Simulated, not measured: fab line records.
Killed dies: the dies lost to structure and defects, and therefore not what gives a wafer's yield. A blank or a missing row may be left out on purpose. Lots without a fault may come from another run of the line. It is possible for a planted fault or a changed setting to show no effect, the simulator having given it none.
Which of the tools did it? || flow sky130 || 11 lots with 32 wafers sampled at 2 steps, on a route of 708 steps

WHAT THE GAUGES READ, wafer by wafer
SKY_VIA3_CD_MEAS_12: target cd 200 nm.
{"lot": "L154", "measured": "day 41 03:09", "on": "cd-sem-02", "cd-nm (nm)": "200.7 200.2 200.8"}
{"lot": "L157", "measured": "day 41 16:25", "on": "cd-sem-02", "cd-nm (nm)": "202.0 202.0 202.4"}
{"lot": "L156", "measured": "day 41 19:59", "on": "cd-sem-02", "cd-nm (nm)": "199.1 199.2 199.8"}
{"lot": "L160", "measured": "day 42 17:47", "on": "cd-sem-02", "cd-nm (nm)": "199.5 199.9 199.9"}
{"lot": "L161", "measured": "day 42 20:52", "on": "cd-sem-02", "cd-nm (nm)": "201.1 201.5 200.6"}
{"lot": "L162", "measured": "day 43 00:40", "on": "cd-sem-02", "cd-nm (nm)": "201.0 202.0 201.2"}
{"lot": "L164", "measured": "day 43 15:22", "on": "cd-sem-02", "cd-nm (nm)": "200.3 201.9 201.1"}
{"lot": "L165", "measured": "day 43 21:28", "on": "cd-sem-02", "cd-nm (nm)": "200.6 200.8 200.7"}
{"lot": "L166", "measured": "day 44 07:01", "on": "cd-sem-02", "cd-nm (nm)": "201.0 199.3 200.8"}
{"lot": "L168", "measured": "day 44 18:41", "on": "cd-sem-02", "cd-nm (nm)": "201.2 199.5 201.7"}
{"lot": "L174", "measured": "day 45 22:08", "on": "cd-sem-02", "cd-nm (nm)": "199.9 198.5"}

WHAT TOOL EACH LOT RAN ON (gives the tool, then ch and the chambers of the sampled wafers, and finally the start)
{"lot": "L154", "SKY_VIA3_CMP_02": "cmp-02 ch 0,1,2, day 40 01:25"}
{"lot": "L157", "SKY_VIA3_CMP_02": "cmp-01 ch 0,2,3, day 40 15:59"}
{"lot": "L156", "SKY_VIA3_CMP_02": "cmp-02 ch 0,1,2, day 40 20:17"}
{"lot": "L160", "SKY_VIA3_CMP_02": "cmp-01 ch 0,1,3, day 41 19:03"}
{"lot": "L161", "SKY_VIA3_CMP_02": "cmp-02 ch 0,2, day 41 22:31"}
{"lot": "L162", "SKY_VIA3_CMP_02": "cmp-01 ch 1,2,3, day 42 03:10"}
{"lot": "L164", "SKY_VIA3_CMP_02": "cmp-02 ch 0,1,3, day 42 18:02"}
{"lot": "L165", "SKY_VIA3_CMP_02": "cmp-02 ch 2,3, day 43 01:37"}
{"lot": "L166", "SKY_VIA3_CMP_02": "cmp-01 ch 0,3, day 43 11:49"}
{"lot": "L168", "SKY_VIA3_CMP_02": "cmp-01 ch 1,2,3, day 43 21:49"}
{"lot": "L174", "SKY_VIA3_CMP_02": "cmp-01 ch 1,2, day 44 22:50"}
- SKY_VIA3_CMP_02: polishes SiO2.

THE ANSWER, worked out from the rows above alone
Rule: the lots themselves supply what counts as usual. The widest of any qualifying gaps counts: lots, ordered by their means at a reading, are off when they make up no more than a third of the lots, leave a main group of 4 or more, and stand apart from it by 3 or more times the standard deviation of that group's means. A main group is skipped when, at the precision printed for the reading in the tables above, its means are all equal. A lot without any number at a reading at which 4 lots or more have one is off too. The other lots that the step has rows for count as sound.
No lot is off at any reading shown: from this, nothing can be told.

WHAT THE SIMULATOR HAD PUT IN
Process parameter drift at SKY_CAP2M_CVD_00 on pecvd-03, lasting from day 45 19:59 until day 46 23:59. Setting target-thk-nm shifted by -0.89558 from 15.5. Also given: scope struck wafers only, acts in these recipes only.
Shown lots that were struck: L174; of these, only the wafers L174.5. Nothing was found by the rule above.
